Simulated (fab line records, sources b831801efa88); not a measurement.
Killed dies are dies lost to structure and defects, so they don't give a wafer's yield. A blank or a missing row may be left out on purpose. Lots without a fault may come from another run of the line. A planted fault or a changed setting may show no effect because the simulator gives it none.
fab line records | flow sky130
record lots=4 wafers=12 last_day=50
route steps=708 shown VIA3@593 METAL4@598 CAP2M@603 PAD_OPEN@708
lots that met no fault: from a run of the same line without faults
start_h: hours from the record's first day to the start of the lot's first wafer shown | wait_h: hours since the lot's step before | " the same as in the row above | L1.1+2: a row that stands for several wafers | - no value, or no start given | * or withheld: withheld | < > ~ a bound
route shown NAME@n: a module of which the file shows steps, and the number in the route of the first | usual: mean/standard deviation of fault-free wafers | same: alike in all rows | chamber/n: place in a boat | sites: the reading at each site | _std_site: their standard deviation | _edge_site: outer sites' mean less inner sites' | radius_mm: how far each site lies from the wafer's centre | mask NAME#n: copy n | behind: the tool/chamber that last shaped the wafer | hold: why the lot was held/for how many hours/how that ended | device: the transistor (n, p or np) that didn't switch | end of line: the same wafers' tests at the end of the route | a step without rows: its recipe alone | killed: dies lost to structure and defects at the first sort, not the wafer's yield | map: a wafer's dies, x killed, . not, _ none there
set.NAME: the setting as run; set.NAME@STEP: as run at that earlier step | model.NAME: the simulator's own value behind a step, which no gauge read
lots at some steps of the route; a table a step, a row a wafer
services: from which hour (start_h, from the record's first day; less than 0 if before it) a tool's chamber was out of use, for how many hours, and why
## steps
# step SKY_VIA3_SPUTTER_20
# recipe material=TiN target_thk_nm=20 chamber_pressure_pa=5 power_w=4000 time_s=80
# step SKY_VIA3_CVD_21
# recipe material=W target_thk_nm=390 time_s=117.31 temp_c=400 pressure_torr=40
# step SKY_VIA3_CMP_24
# recipe stop_on=SiO2 t_overpolish_s=20 down_force_psi=3.5 platen_rpm=60 target_thk_nm=0 pad_velocity_m_s=0.94248
# step SKY_METAL4_SPUTTER_00
# recipe material=Ti target_thk_nm=15 power_w=3000 time_s=10 chamber_pressure_pa=0.4
# step SKY_METAL4_SPUTTER_01
# recipe material=TiN target_thk_nm=20 power_w=6500 time_s=16.7 chamber_pressure_pa=0.4
# step SKY_METAL4_SPUTTER_02
# recipe material=AlCu target_thk_nm=735 power_w=10600 time_s=39.1 chamber_pressure_pa=0.4
# step SKY_METAL4_SPUTTER_03
# recipe material=Ti target_thk_nm=5 power_w=3000 time_s=3.3 chamber_pressure_pa=0.4
# step SKY_METAL4_SPUTTER_04
# recipe material=TiN target_thk_nm=70 power_w=6500 time_s=58.3 chamber_pressure_pa=0.4
# step SKY_CAP2M_CVD_00
# recipe material=SiO2 target_thk_nm=15.5 temp_c=400 time_s=withheld rf_w=450
# step SKY_CAP2M_SPUTTER_02
# recipe material=TiN target_thk_nm=200 temp_c=300 power_w=6500 time_s=166.7 chamber_pressure_pa=0.4
# usual cathode_dc_power_W=6500.1/1.3 throttle_valve_pct=30.5/0.96
# columns lot.wafer tool chamber start_h wait_h cathode_dc_power_W throttle_valve_pct model.TiN_of_CAP2M_SPUTTER_02.thk_nm
L745.3 pvd_sputter-03 - 953.62 0.0 6502.4 31.9 200.7
L745.4 " - " " 6499.0 28.8 201.4
L745.5 " - " " 6502.7 29.0 202
L762.3 pvd_sputter-01 - 1067.65 0.0 6499.7 30.5 200.8
L762.4 " - " " 6498.7 31.1 202.6
L762.5 " - " " 6500.7 30.1 201.9
L763.4 pvd_sputter-03 - 1071.92 0.0 6182.0 32.1 191.9
L763.5 " - " " 6183.9 29.1 193.3
L763.6 " - " " 6184.0 30.5 192
L765.1 pvd_sputter-03 - 1079.93 0.1 6182.4 31.6 190.4
L765.5 " - " " 6185.2 31.9 190.4
L765.6 " - " " 6182.0 32.3 189.7
# step SKY_CAP2M_RS_MEAS_03
# recipe thk_meas_gauge=four-point-probe reads=TiN_of_CAP2M_SPUTTER_02
# usual CAP2M_TIN_RS=6.87/0.073
# columns lot.wafer tool chamber start_h wait_h CAP2M_TIN_RS[ohm/sq]
L745.3 film_metro-01 - 953.77 0.1 6.89
L745.4 " - " " 6.88
L745.5 " - " " 6.85
L762.3 film_metro-04 - 1067.80 0.1 6.89
L762.4 " - " " 6.83
L762.5 " - " " 6.86
L763.4 film_metro-01 - 1072.09 0.1 7.20
L763.5 " - " " 7.17
L763.6 " - " " 7.21
L765.1 film_metro-04 - 1080.04 0.1 7.27
L765.5 " - " " 7.29
L765.6 " - " " 7.30
# step SKY_CAP2M_THK_MEAS_04
# recipe thk_meas_gauge=xrf reads=TiN_of_CAP2M_SPUTTER_02
# usual CAP2M_TIN_THK=201.6/2.3
# columns lot.wafer tool chamber start_h wait_h CAP2M_TIN_THK[nm]
L745.3 film_metro-01 - 953.87 0.1 201.5
L745.4 " - " " 202.3
L745.5 " - " " 203.3
L762.3 film_metro-04 - 1067.90 0.1 200.0
L762.4 " - " " 202.3
L762.5 " - " " 202.0
L763.4 film_metro-01 - 1072.18 0.1 192.4
L763.5 " - " " 193.7
L763.6 " - " " 192.8
L765.1 film_metro-04 - 1080.16 0.1 190.3
L765.5 " - " " 189.8
L765.6 " - " " 189.7
# step SKY_CAP2M_DEHYDRATE_05
# recipe temp_c=200 time_s=60
# step SKY_CAP2M_HMDS_06
# recipe prime_time_s=60 prime_temp_c=120
# step SKY_CAP2M_COAT_07
# recipe resist=NOVOLAK spin_rpm=3000 resist_thk_nm=1140
# step SKY_CAP2M_SOFTBAKE_08
# recipe temp_c=90 time_s=60 resist=NOVOLAK
# step SKY_CAP2M_EXPOSE_09
# recipe mask_id=CAP2M na=0.6 source_shape=conventional sigma_outer=0.6 polarization=unpolarized target_cd_nm=1000 dose_mj=159
# step SKY_CAP2M_PEB_10
# recipe temp_c=withheld time_s=* resist=NOVOLAK
# step SKY_CAP2M_DEVELOP_11
# recipe resist=NOVOLAK developer=TMAH develop_time_s=60 dev_temp_c=23
# step SKY_CAP2M_METAL_ETCH_13
# recipe target_depth_nm=220 stop_on=SiO2 chemistry=Cl2/BCl3 target=TiN pressure_mtorr=10 icp_w=900 bias_w=48.5 Cl2_flow_sccm=60 bcl3_flow_sccm=30 time_s=62.9
# usual drypump_motor_current_A=5.6/0.48 mfc_cl2_sccm=60.01/0.17 oes_product_au=0.945/0.0076 throttle_valve_pct=21.900/0.01
# columns lot.wafer tool chamber start_h wait_h drypump_motor_current_A mfc_cl2_sccm oes_product_au rf_hours_counter_h throttle_valve_pct model.CAP2M.feature_depth_nm model.etch.depth_nm
L745.3 rie_metal-03 0 977.53 0.0 4.9 60.08 0.948 - 21.903 200.7 200.7
L745.4 " 1 " " 5.5 60.12 0.945 - 21.897 201.4 201.4
L745.5 " 0 " " 4.9 59.92 0.950 - 21.902 202 202
L762.3 rie_metal-03 0 1088.88 0.0 4.9 60.10 0.946 - 21.897 200.8 200.8
L762.4 " 1 " " 5.5 59.95 0.948 - 21.901 202.6 202.6
L762.5 " 1 " " 5.5 59.98 0.950 - 21.897 201.9 201.9
L763.4 rie_metal-03 0 1093.23 0.0 4.9 60.30 0.923 - 21.905 191.9 191.9
L763.5 " 0 " " 4.9 60.20 0.928 - 21.914 193.3 193.3
L763.6 " 1 " " 5.5 59.96 0.923 - 21.910 192 192
L765.1 rie_metal-02 1 1100.59 0.0 6.2 60.01 0.915 22 21.916 190.4 190.4
L765.5 " 1 " " 6.2 60.08 0.910 - 21.925 190.4 190.4
L765.6 " 1 " " 6.2 60.20 0.917 - 21.922 189.7 189.7
# step SKY_CAP2M_STRIP_14
# recipe chemistry=O2/N2 power_w=1400 pressure_mtorr=1500 platen_temp_c=withheld o2_flow_sccm=3000 n2_flow_sccm=300 overash_fraction=0.5
# step SKY_CAP2M_STRIP_15
# recipe chemistry=post_etch_residue_remover time_s=1200 temp_c=72.5
# step SKY_CAP2M_CLEAN_16
# recipe chemistry=IPA time_s=180 temp_c=25
# step SKY_CAP2M_CLEAN_17
# recipe chemistry=O3/DIW dry=n2_spin
# step SKY_METAL4_DEHYDRATE_05
# recipe temp_c=200 time_s=60
# step SKY_METAL4_HMDS_06
# recipe prime_time_s=60 prime_temp_c=120
# step SKY_METAL4_COAT_07
# recipe resist=BARC temp_c=withheld time_s=withheld spin_rpm=3000 resist_thk_nm=60
# step SKY_METAL4_COAT_08
# recipe resist=KrF-thick spin_rpm=3000 resist_thk_nm=1140
# step SKY_METAL4_SOFTBAKE_09
# recipe temp_c=100 time_s=90 resist=KrF-thick
# step SKY_METAL4_EXPOSE_10
# recipe mask_id=MM4 na=0.68 source_shape=annular sigma_inner=0.4 sigma_outer=0.8 target_cd_nm=300 dose_mj=28
# step SKY_METAL4_PEB_11
# recipe peb_temp_c=withheld peb_time_s=withheld resist=KrF-thick
# step SKY_METAL4_DEVELOP_12
# recipe develop_time_s=60 resist=KrF-thick dev_temp_c=21
# step SKY_METAL4_DESCUM_15
# recipe chemistry=O2 source_power_w=150 bias_power_w=0 pressure_mtorr=10 temp_c=40 time_s=8
# step SKY_METAL4_ETCH_16
# recipe chemistry=N2/H2 target=BARC ion_energy_ev=200 bias_w=100 pressure_mtorr=30 n2_flow_sccm=100 h2_flow_sccm=200 icp_w=500 stop_on=SiO2 time_s=88.2 target_depth_a=600
# step SKY_METAL4_ETCH_17
# recipe target=SiO2 stop_on=TiN chemistry=C4F8/O2/Ar source_w=1500 bias_w=1200 pressure_mtorr=40 c4f8_flow_sccm=withheld O2_flow_sccm=6 Ar_flow_sccm=300 time_s=3.9 target_depth_a=150
# step SKY_METAL4_METAL_ETCH_18
# recipe target_depth_a=8450 stop_on=SiO2 over_etch_frac=0.3 time_s=183.1 chemistry=Cl2/BCl3 resist_sidewall_deg=88 pressure_mtorr=10 icp_w=900 bias_w=48.5 Cl2_flow_sccm=60 bcl3_flow_sccm=30
# step SKY_METAL4_STRIP_20
# recipe chemistry=post_etch_residue_remover time_s=1200 temp_c=72.5
# columns lot.wafer tool chamber start_h wait_h model.TiN_of_CAP2M_SPUTTER_02.thk_nm
L745.3 wet_bench-03 3 1002.73 0.0 199.8
L745.4 " 3 " " 200.5
L745.5 " 3 " " 201.2
L762.3 wet_bench-04 3 1109.98 0.0 199.9
L762.4 " 3 " " 201.7
L762.5 " 3 " " 201
L763.4 wet_bench-03 1 1114.51 0.0 191.1
L763.5 " 1 " " 192.5
L763.6 " 1 " " 191.2
L765.1 wet_bench-02 1 1121.93 0.1 189.6
L765.5 " 1 " " 189.5
L765.6 " 1 " " 188.9
# step SKY_PAD_OPEN_PROBE_99
# usual defect_limited_yield=82.4/2 killed_at_M0_to_M3=44/6.8 killed_at_M4_up=3.4/2 killed_at_contacts=24/5.2 killed_at_front_end=15/5.2 killed_at_other=0.2/0.46 killed_dies=87/9.8 killed_open=47/7.5 killed_short=39/6.8 sort_bin_3_pad_short=0.8/0.37 sort_bin_5_function=10.5/1.5 sort_bin_6_memory=6.3/1.2 sort_n_pass=405/9.8 sort_yield_pct=82.4/2
# same gross_dies=492 killed_at_back_side=0 sort_bin_4_leakage[%]=0 sort_bin_8_speed[%]=0
# columns lot.wafer tool chamber start_h wait_h defect_limited_yield[%] killed_at_M0_to_M3 killed_at_M4_up killed_at_contacts killed_at_front_end killed_at_other killed_dies killed_open killed_short sort_bin_3_pad_short[%] sort_bin_5_function[%] sort_bin_6_memory[%] sort_n_pass sort_yield_pct[%] model.etest.cap_mim2.plate_ohm_sq
L745.3 prober-01 - 1095.48 0.2 81.7 53 4 22 9 2 90 48 42 0.6 11.4 6.3 402 81.7 5.981
L745.4 prober-01 - 1095.53 0.2 83.3 35 3 33 11 0 82 51 31 0.6 9.3 6.7 410 83.3 5.914
L745.5 prober-01 - 1095.58 0.2 81.1 44 5 32 12 0 93 50 43 1.6 11.0 6.3 399 81.1 5.901
L762.3 prober-02 - 1186.67 0.2 81.7 48 4 25 12 1 90 42 48 0.6 11.0 6.7 402 81.7 5.967
L762.4 prober-02 - 1186.72 0.2 85.0 42 5 17 10 0 74 31 43 0.8 8.5 5.7 418 85.0 5.888
L762.5 prober-02 - 1186.77 0.2 81.1 45 2 26 20 0 93 58 35 1.2 11.2 6.5 399 81.1 5.882
L763.4 prober-01 - 1191.38 0.2 84.3 39 7 21 10 0 77 38 39 0 10.0 5.7 415 84.3 6.24
L763.5 prober-01 - 1191.43 0.2 80.3 50 0 27 20 0 97 64 33 1.0 11.2 7.5 395 80.3 6.131
L763.6 prober-01 - 1191.48 0.2 82.9 38 3 29 14 0 84 50 34 0.4 11.2 5.5 408 82.9 6.266
L765.1 prober-01 - 1196.49 0.1 82.7 48 8 15 14 0 85 46 39 0.8 10.8 5.7 407 82.7 6.236
L765.5 prober-01 - 1196.69 0.2 83.3 30 8 28 16 0 82 45 37 0.4 10.0 6.3 410 83.3 6.3
L765.6 prober-01 - 1196.74 0.2 81.7 52 5 22 11 0 90 49 41 1.0 10.0 7.3 402 81.7 6.277
# killed by level:class
L745.3 VIA2:geometric_particle:open=12 VIA1:geometric_particle:open=10 CONTACT:geometric_particle:open=8 METAL2:geometric_particle:short=7 LI_CONTACT:geometric_particle:open=6 VIA1:geometric_particle:short=6 VIA3:geometric_particle:open=5 METAL3:geometric_particle:short=5
L745.4 CONTACT:geometric_particle:open=13 VIA1:geometric_particle:open=10 CONTACT:geometric_particle:short=8 METAL2:geometric_particle:short=6 LI_CONTACT:geometric_particle:open=6 FIELD_ISO:geometric_particle:open=4 FIELD_ISO:geometric_particle:short=4 VIA2:geometric_particle:open=4
L745.5 CONTACT:geometric_particle:open=13 LI_CONTACT:geometric_particle:open=10 VIA1:geometric_particle:open=8 METAL2:geometric_particle:short=7 VIA2:geometric_particle:open=6 CONTACT:geometric_particle:short=5 METAL1:geometric_particle:short=5 FIELD_ISO:geometric_particle:short=4
L762.3 VIA1:geometric_particle:open=11 VIA1:geometric_particle:short=10 CONTACT:geometric_particle:open=6 LI_CONTACT:geometric_particle:open=5 VIA2:geometric_particle:open=5 LOCAL_INTERCONNECT:geometric_particle:short=5 CONTACT:geometric_particle:short=5 METAL1:geometric_particle:short=4
L762.4 METAL1:geometric_particle:short=11 VIA1:geometric_particle:open=10 CONTACT:geometric_particle:open=5 VIA1:geometric_particle:short=5 VIA3:geometric_particle:short=5 FIELD_ISO:geometric_particle:short=4 LI_CONTACT:geometric_particle:open=4 METAL2:geometric_particle:short=4
L762.5 VIA1:geometric_particle:open=17 LI_CONTACT:geometric_particle:open=9 FIELD_ISO:geometric_particle:open=8 CONTACT:geometric_particle:open=8 METAL1:geometric_particle:short=7 FIELD_ISO:geometric_particle:short=5 VIA2:geometric_particle:open=5 POLY_GATE:geometric_particle:short=4
L763.4 VIA1:geometric_particle:open=11 VIA3:geometric_particle:open=7 CONTACT:geometric_particle:short=5 CONTACT:geometric_particle:open=5 VIA1:geometric_particle:short=5 METAL2:geometric_particle:short=5 METAL4:geometric_particle:short=4 POLY_GATE:geometric_particle:short=3
L763.5 VIA1:geometric_particle:open=20 LI_CONTACT:geometric_particle:open=8 VIA2:geometric_particle:open=8 POLY_GATE:geometric_particle:open=7 CONTACT:geometric_particle:open=6 LOCAL_INTERCONNECT:geometric_particle:short=6 POLY_GATE:geometric_particle:short=5 METAL2:geometric_particle:short=5
L763.6 VIA1:geometric_particle:open=11 VIA2:geometric_particle:open=8 VIA1:geometric_particle:short=6 LI_CONTACT:geometric_particle:open=6 CONTACT:geometric_particle:short=6 CONTACT:geometric_particle:open=6 VIA3:geometric_particle:open=6 LI_CONTACT:geometric_particle:short=5
L765.1 VIA3:geometric_particle:open=11 LI_CONTACT:geometric_particle:open=9 VIA1:geometric_particle:open=8 METAL1:geometric_particle:short=7 METAL4:geometric_particle:short=6 VIA1:geometric_particle:short=6 METAL3:geometric_particle:short=6 POLY_GATE:geometric_particle:open=4
L765.5 LI_CONTACT:geometric_particle:open=9 VIA1:geometric_particle:open=8 LOCAL_INTERCONNECT:geometric_particle:short=7 FIELD_ISO:geometric_particle:open=6 CONTACT:geometric_particle:open=6 VIA2:geometric_particle:open=5 METAL4:geometric_particle:short=5 CONTACT:geometric_particle:short=4
L765.6 VIA1:geometric_particle:open=11 CONTACT:geometric_particle:open=9 METAL2:geometric_particle:short=8 LI_CONTACT:geometric_particle:open=7 VIA3:geometric_particle:open=7 METAL1:geometric_particle:short=5 VIA2:geometric_particle:open=5 VIA1:geometric_particle:short=5
## services
# columns tool chamber start_h hours kind
pvd_sputter-03 - 938.87 11.2 repair
rie_metal-03 - 939.76 9.0 repair
pvd_sputter-03 - 988.03 3.4 repair
rie_metal-02 - 1010.25 14.6 pm
pvd_sputter-03 - 1052.32 6.8 repair
pvd_sputter-01 2 1064.88 - consumable_replace:kit
pvd_sputter-01 2 1064.88 18.0 scheduled_down
pvd_sputter-01 2 1064.88 18.0 vent_cycle
pvd_sputter-03 - 1085.42 2.2 repair
rie_metal-02 0 1093.71 - clean
rie_metal-02 0 1093.71 23.3 scheduled_down
rie_metal-02 0 1093.71 23.3 vent_cycle
rie_metal-03 - 1096.68 0.3 repair
pvd_sputter-03 2 1098.38 - consumable_replace:kit
pvd_sputter-03 2 1098.38 18.0 scheduled_down
pvd_sputter-03 2 1098.38 18.0 vent_cycle
## key
first_sign step=SKY_CAP2M_SPUTTER_02 reading=cathode_dc_power_W direction=down sigmas=99+ usual=6500.1 struck=6183.2
effect step=SKY_CAP2M_RS_MEAS_03 reading=CAP2M_TIN_RS direction=up sigmas=5.1 usual=6.87 struck=7.24
effect step=SKY_CAP2M_THK_MEAS_04 reading=CAP2M_TIN_THK direction=down sigmas=4.5 usual=201.6 struck=191.5
effect step=SKY_CAP2M_METAL_ETCH_13 reading=oes_product_au direction=down sigmas=3.3 usual=0.945 struck=0.920
model_effect step=SKY_CAP2M_SPUTTER_02 value=TiN_of_CAP2M_SPUTTER_02.thk_nm without=201.1 struck=191.3
model_effect step=SKY_CAP2M_METAL_ETCH_13 value=CAP2M.feature_depth_nm without=201.1 struck=191.3
model_effect step=SKY_METAL4_STRIP_20 value=TiN_of_CAP2M_SPUTTER_02.thk_nm without=200.3 struck=190.5
model_effect step=SKY_PAD_OPEN_PROBE_99 value=etest.cap_mim2.plate_ohm_sq without=5.938 struck=6.242
met_at SKY_CAP2M_SPUTTER_02
struck_wafers L763.4,L763.5,L763.6,L765.1,L765.5,L765.6
onset_between 953.62 1071.92
fault kind=process_parameter_drift tool=pvd_sputter-03 chamber=- onset_h=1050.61 steps=SKY_CAP2M_SPUTTER_02 channel=power_w offset=* shape=step end_h=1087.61 acts_in=* stated=*
